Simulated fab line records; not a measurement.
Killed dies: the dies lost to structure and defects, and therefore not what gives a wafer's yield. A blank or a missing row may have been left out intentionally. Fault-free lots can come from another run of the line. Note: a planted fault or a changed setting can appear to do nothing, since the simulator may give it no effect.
fab line records | flow sky130
record: lots: 14 wafers: 42 last_day: 50
route steps=708 shown PWDE@54 NWELL@58 LDD_HVN@274 LDD_HVP@285
lots that met no fault: from a run of the same line without faults
start_h: the number of hours between the record's first day and the start of the first shown wafer of the lot | wait_h: hours from the lot's prior step to this one | " the same as in the row above | L1.1+2: a row that stands for several wafers | - no value present, or no start provided | * or withheld: withheld | < > ~ a bound
route shown NAME@n: NAME is a module with steps in the file, n the number in the route of the first one | usual: average and standard deviation across the fault-free wafers | same: alike in all rows | chamber/n: place in a boat | sites: the reading at each site | _std_site: the standard deviation of these | _edge_site: mean of outer sites minus mean of inner sites | radius_mm: for every site, how far away it sits from the centre of the wafer | mask NAME#n: copy n | behind: the tool/chamber that last shaped the wafer | hold: why the lot was held/for how many hours/how that ended | device: which transistor (n, p or np) failed to switch | end of line: tests run on the same wafers once the route is complete | a step with no rows: only its recipe | killed: count of dies lost to structure and defects at first sort (not the wafer's yield) | map: a wafer's dies, x killed, . not, _ none there
set.NAME: the setting that was run; set.NAME@STEP: the one run at that earlier step | model.NAME: the simulator's own value behind a step, which no gauge read
a sample of lots followed through the steps of the route, with each step as a table and each wafer as a row
services: when a tool's chamber went out of use (start_h, in hours from the record's first day, below 0 if earlier), for how many hours, and the reason
== steps ==
step: SKY_PWDE_STRIP_09
recipe: chemistry: O2/N2 power_w: 1400 pressure_mtorr: 1500 platen_temp_c: withheld o2_flow_sccm: 3000 n2_flow_sccm: 300 overash_fraction: 0.5
usual: drypump_motor_current_A: 5.9/0.31 oes_product_au: 0.723/0.0044 strip_time_to_endpoint_s: 36.91/0.11
columns lot.wafer tool chamber start_h wait_h drypump_motor_current_A oes_product_au rf_hours_counter_h strip_time_to_endpoint_s
L869.1 plasma_asher-04 1 69.90 0.1 5.6 0.721 40 36.83
L869.3 " 0 " " 5.8 0.718 - 36.98
L869.4 " 1 " " 5.5 0.732 - 36.93
L871.3 plasma_asher-01 1 77.36 0.1 6.0 0.735 - 36.83
L871.5 " 1 " " 6.0 0.720 - 36.85
L871.6 " 0 " " 6.5 0.719 - 36.89
L872.1 plasma_asher-04 0 84.48 0.1 5.9 0.717 42 36.84
L872.3 " 1 " " 5.5 0.722 - 36.83
L872.4 " 0 " " 5.8 0.723 - 36.95
L874.3 plasma_asher-04 0 95.88 0.1 5.9 0.718 - 36.88
L874.4 " 1 " " 5.5 0.718 - 36.91
L874.6 " 1 " " 5.5 0.720 - 36.89
L881.3 plasma_asher-03 0 135.85 0.1 5.6 0.725 - 37.14
L881.4 " 1 " " 5.6 0.723 - 37.03
L881.6 " 0 " " 5.7 0.723 - 36.94
L882.3 plasma_asher-01 0 143.23 0.1 6.5 0.728 - 37.04
L882.4 " 1 " " 6.0 0.723 - 36.99
L882.6 " 1 " " 6.0 0.729 - 36.92
L883.2 plasma_asher-01 1 150.26 0.1 6.0 0.722 46 37.07
L883.4 " 1 " " 6.0 0.724 - 37.12
L883.6 " 1 " " 6.0 0.721 - 37.03
L884.2 plasma_asher-04 1 152.53 0.1 5.5 0.720 4 36.81
L884.3 " 1 " " 5.5 0.728 - 36.79
L884.5 " 0 " " 5.8 0.720 - 36.78
L885.3 plasma_asher-03 1 160.15 0.1 5.7 0.716 - 36.80
L885.5 " 0 " " 5.7 0.724 - 36.85
L885.6 " 1 " " 5.7 0.725 - 36.90
L886.1 plasma_asher-04 0 163.60 0.1 5.8 0.725 5 36.71
L886.3 " 1 " " 5.5 0.715 - 36.90
L886.6 " 1 " " 5.5 0.728 - 36.73
L887.1 plasma_asher-03 0 168.71 0.1 5.7 0.727 30 36.69
L887.3 " 0 " " 5.6 0.716 - 36.65
L887.5 " 0 " " 5.7 0.727 - 36.68
L889.1 plasma_asher-03 0 181.05 0.1 5.7 0.735 32 36.78
L889.4 " 1 " " 5.7 0.726 - 36.87
L889.6 " 1 " " 5.6 0.718 - 36.88
L890.2 plasma_asher-04 0 186.81 0.1 5.9 0.728 7 37.01
L890.5 " 0 " " 5.9 0.724 - 36.94
L890.6 " 1 " " 5.5 0.728 - 36.98
L891.1 plasma_asher-03 1 198.93 0.1 5.8 0.726 33 36.85
L891.3 " 1 " " 5.8 0.723 - 36.89
L891.4 " 0 " " 5.7 0.728 - 36.90
step: SKY_NWELL_COAT_05
recipe: spin_rpm: 2000 resist_thk_nm: 3000
usual: chill_plate_temp_C: 22.99/0.11 dispense_pressure_kPa: 51/3.6
columns lot.wafer tool chamber start_h wait_h chill_plate_temp_C dispense_pressure_kPa
L869.1 litho_track-03 0 78.04 0.1 23.03 56
L869.3 " 0 " " 22.93 56
L869.4 " 0 " " 22.85 56
L871.3 litho_track-01 0 85.22 0.1 23.03 49
L871.5 " 0 " " 22.94 49
L871.6 " 0 " " 22.89 49
L872.1 litho_track-03 0 92.39 0.1 23.00 56
L872.3 " 0 " " 23.09 56
L872.4 " 0 " " 23.16 56
L874.3 litho_track-03 0 104.04 0.1 22.88 56
L874.4 " 0 " " 22.90 56
L874.6 " 0 " " 23.08 56
L881.3 litho_track-01 - 145.17 0.1 - -
L881.4 " - " " - -
L881.6 " - " " - -
L882.3 litho_track-01 - 152.52 0.1 - -
L882.4 " - " " - -
L882.6 " - " " - -
L883.2 litho_track-02 0 160.25 0.1 22.96 48
L883.4 " 0 " " 22.92 48
L883.6 " 0 " " 22.84 48
L884.2 litho_track-01 0 161.90 0.1 23.14 49
L884.3 " 0 " " 23.24 49
L884.5 " 0 " " 23.10 49
L885.3 litho_track-02 0 169.18 0.1 23.02 48
L885.5 " 0 " " 23.22 48
L885.6 " 0 " " 22.94 48
L886.1 litho_track-01 0 173.22 0.1 22.79 49
L886.3 " 0 " " 23.05 49
L886.6 " 0 " " 22.75 49
L887.1 litho_track-03 0 178.99 0.1 23.18 56
L887.3 " 0 " " 23.11 56
L887.5 " 0 " " 22.95 56
L889.1 litho_track-01 0 191.92 0.1 22.95 49
L889.4 " 0 " " 22.85 49
L889.6 " 0 " " 23.03 49
L890.2 litho_track-03 0 197.72 0.1 22.87 56
L890.5 " 0 " " 23.07 56
L890.6 " 0 " " 22.86 56
L891.1 litho_track-02 0 209.58 0.1 22.98 48
L891.3 " 0 " " 23.12 48
L891.4 " 0 " " 23.02 48
step: SKY_NWELL_OVL_MEAS_10
usual: NWELL_00_OVL: -1.0/1.5
columns lot.wafer tool chamber start_h wait_h NWELL_00_OVL[nm]
L869.1 overlay-01 - 86.24 - -2.4
L869.3 " - " " -0.3
L869.4 " - " " -2.2
L871.3 overlay-01 - 94.33 - 1.2
L871.5 " - " " 0.3
L871.6 " - " " 1.6
L872.1 overlay-01 - 101.14 - -1.6
L872.3 " - " " -1.2
L872.4 " - " " 0.5
L874.3 overlay-01 - 112.85 - -1.9
L874.4 " - " " -1.0
L874.6 " - " " -0.4
L881.3 overlay-01 - 154.99 - -
L881.4 " - " " -
L881.6 " - " " -
L882.3 overlay-02 - 162.19 - -
L882.4 " - " " -
L882.6 " - " " -
L883.2 overlay-02 - 169.85 - -2.0
L883.4 " - " " -2.5
L883.6 " - " " -2.3
L884.2 overlay-01 - 172.33 - -0.3
L884.3 " - " " 0.1
L884.5 " - " " -0.4
L885.3 overlay-02 - 179.94 - -2.7
L885.5 " - " " -3.2
L885.6 " - " " -2.3
L886.1 overlay-01 - 183.97 - -0.3
L886.3 " - " " 2.2
L886.6 " - " " 1.9
L887.1 overlay-01 - 189.68 - -1.2
L887.3 " - " " -0.5
L887.5 " - " " -2.8
L889.1 overlay-01 - 202.99 - -0.8
L889.4 " - " " -1.1
L889.6 " - " " -2.1
L890.2 overlay-01 - 208.63 - -1.8
L890.5 " - " " -2.5
L890.6 " - " " -2.4
L891.1 overlay-01 - 221.23 - -1.9
L891.3 " - " " -2.7
L891.4 " - " " -1.0
step: SKY_NWELL_TW_MEAS_26
usual: NWELL_2_TW: 502/5.4
columns lot.wafer tool chamber start_h wait_h NWELL_2_TW
L869.1 film_metro-02 - 104.21 0.1 497
L869.3 " - " " 499
L869.4 " - " " 497
L871.3 film_metro-04 - 116.19 0.1 507
L871.5 " - " " 508
L871.6 " - " " 506
L872.1 film_metro-01 - 119.28 0.1 501
L872.3 " - " " 502
L872.4 " - " " 497
L874.3 film_metro-02 - 135.20 0.1 498
L874.4 " - " " 498
L874.6 " - " " 499
L881.3 film_metro-01 - 175.40 0.1 1846
L881.4 " - " " 1851
L881.6 " - " " 1838
L882.3 film_metro-02 - 183.40 0.1 1825
L882.4 " - " " 1833
L882.6 " - " " 1837
L883.2 film_metro-04 - 191.59 0.1 508
L883.4 " - " " 510
L883.6 " - " " 510
L884.2 film_metro-02 - 194.42 0.1 496
L884.3 " - " " 498
L884.5 " - " " 495
L885.3 film_metro-04 - 201.85 0.1 507
L885.5 " - " " 506
L885.6 " - " " 508
L886.1 film_metro-04 - 206.31 0.1 508
L886.3 " - " " 508
L886.6 " - " " 510
L887.1 film_metro-01 - 212.11 0.1 501
L887.3 " - " " 501
L887.5 " - " " 498
L889.1 film_metro-01 - 226.63 0.1 498
L889.4 " - " " 498
L889.6 " - " " 498
L890.2 film_metro-01 - 231.82 0.1 496
L890.5 " - " " 501
L890.6 " - " " 498
L891.1 film_metro-04 - 246.06 0.1 511
L891.3 " - " " 512
L891.4 " - " " 514
step: SKY_LDD_HVN_OVL_MEAS_07
usual: LDD_HVN_OVL: -0.6/1.1
columns lot.wafer tool chamber start_h wait_h LDD_HVN_OVL[nm]
L869.1 overlay-01 - 464.71 0.1 -1.3
L869.3 " - " " -0.6
L869.4 " - " " -1.8
L871.3 overlay-01 - 476.63 0.1 -0.5
L871.5 " - " " -1.3
L871.6 " - " " -1.0
L872.1 overlay-02 - 481.67 0.1 -0.4
L872.3 " - " " 0.1
L872.4 " - " " -2.1
L874.3 overlay-01 - 510.53 0.1 1.3
L874.4 " - " " 0.2
L874.6 " - " " 0.0
L881.3 overlay-01 - 566.20 0.1 0.0
L881.4 " - " " 0.2
L881.6 " - " " -1.1
L882.3 overlay-01 - 585.02 0.1 -3.2
L882.4 " - " " -2.8
L882.6 " - " " -1.3
L883.2 overlay-02 - 592.05 0.1 -2.7
L883.4 " - " " -1.6
L883.6 " - " " -3.4
L884.2 overlay-02 - 595.02 0.1 -0.5
L884.3 " - " " 0.1
L884.5 " - " " 1.2
L885.3 overlay-02 - 606.03 0.1 -2.8
L885.5 " - " " -1.7
L885.6 " - " " -1.8
L886.1 overlay-01 - 612.94 0.1 0.5
L886.3 " - " " 1.2
L886.6 " - " " -0.9
L887.1 overlay-01 - 621.51 0.1 0.3
L887.3 " - " " -1.4
L887.5 " - " " -1.9
L889.1 overlay-02 - 635.86 0.1 0.2
L889.4 " - " " -0.1
L889.6 " - " " -1.3
L890.2 overlay-02 - 645.40 0.1 0.3
L890.5 " - " " 0.6
L890.6 " - " " -0.9
L891.1 overlay-02 - 675.57 0.1 -0.3
L891.3 " - " " 2.1
L891.4 " - " " 0.3
step: SKY_LDD_HVP_OVL_MEAS_07
usual: LDD_HVP_OVL: 0.4/1.4
columns lot.wafer tool chamber start_h wait_h LDD_HVP_OVL[nm]
L869.1 overlay-02 - 495.42 0.1 0.2
L869.3 " - " " 2.1
L869.4 " - " " -1.0
L871.3 overlay-02 - 507.03 0.1 0.5
L871.5 " - " " -1.0
L871.6 " - " " 0.2
L872.1 overlay-01 - 512.26 0.1 0.8
L872.3 " - " " -0.1
L872.4 " - " " 1.2
L874.3 overlay-02 - 539.57 0.1 1.1
L874.4 " - " " -0.1
L874.6 " - " " -0.8
L881.3 overlay-02 - 596.43 0.1 -1.7
L881.4 " - " " -0.3
L881.6 " - " " 0.9
L882.3 overlay-01 - 614.33 0.1 -1.7
L882.4 " - " " -1.1
L882.6 " - " " -2.0
L883.2 overlay-02 - 621.38 0.1 2.3
L883.4 " - " " 0.2
L883.6 " - " " 0.9
L884.2 overlay-02 - 624.57 0.1 -0.1
L884.3 " - " " 1.2
L884.5 " - " " 0.6
L885.3 overlay-01 - 634.62 0.1 -0.6
L885.5 " - " " 1.1
L885.6 " - " " 1.5
L886.1 overlay-02 - 642.66 0.1 1.0
L886.3 " - " " 0.0
L886.6 " - " " 1.2
L887.1 overlay-01 - 650.21 0.1 2.0
L887.3 " - " " -0.9
L887.5 " - " " 1.2
L889.1 overlay-01 - 664.41 0.1 0.7
L889.4 " - " " 2.3
L889.6 " - " " 3.3
L890.2 overlay-01 - 674.27 0.1 1.0
L890.5 " - " " 1.6
L890.6 " - " " 1.8
L891.1 overlay-02 - 704.82 0.1 0.0
L891.3 " - " " -1.0
L891.4 " - " " 0.1
== services ==
columns tool chamber start_h hours kind
plasma_asher-03 - 77.84 21.3 repair
plasma_asher-01 - 86.72 2.8 pm
litho_track-01 - 90.31 - consumable_replace:filter
plasma_asher-04 - 108.75 9.0 pm
plasma_asher-04 0 108.75 9.0 vent_cycle
plasma_asher-04 1 108.75 9.0 vent_cycle
plasma_asher-03 - 112.16 11.3 repair
plasma_asher-04 0 117.75 - clean
plasma_asher-04 1 117.75 - clean
plasma_asher-03 - 128.24 2.5 repair
plasma_asher-03 - 138.45 2.4 repair
== key ==
first_sign: step: SKY_NWELL_COAT_05 reading: tool_record direction: missing
effect: step: SKY_NWELL_OVL_MEAS_10 reading: NWELL_00_OVL direction: missing
effect: step: SKY_NWELL_TW_MEAS_26 reading: NWELL_2_TW direction: up sigmas: 99+ usual: 502 struck: 1838
met_at SKY_NWELL_COAT_05
struck_lots L881,L882
sort_left_out L881.3,L881.4,L881.6,L882.3,L882.4,L882.6
tester_left_out L881,L882
not_acting_at SKY_PWDE_STRIP_09,SKY_LDD_HVN_OVL_MEAS_07,SKY_LDD_HVP_OVL_MEAS_07
onset_between 85.22 145.17
fault: kind: skipped_step_whole tool: litho_track-01 chamber: - onset_h: 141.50 steps: SKY_NWELL_COAT_05 scope: struck_lots_only
tester_left_out: of these lots the tester's yield and bins aren't shown, on N5 and GAA mostly nor the transistor test; their killed dies are dies lost to structure and defects alone, not to doping, threshold or leakage, so they don't give the yield
sort_left_out: the simulated sort isn't trusted on such a fault, so these wafers' sort isn't shown, and their yield isn't known
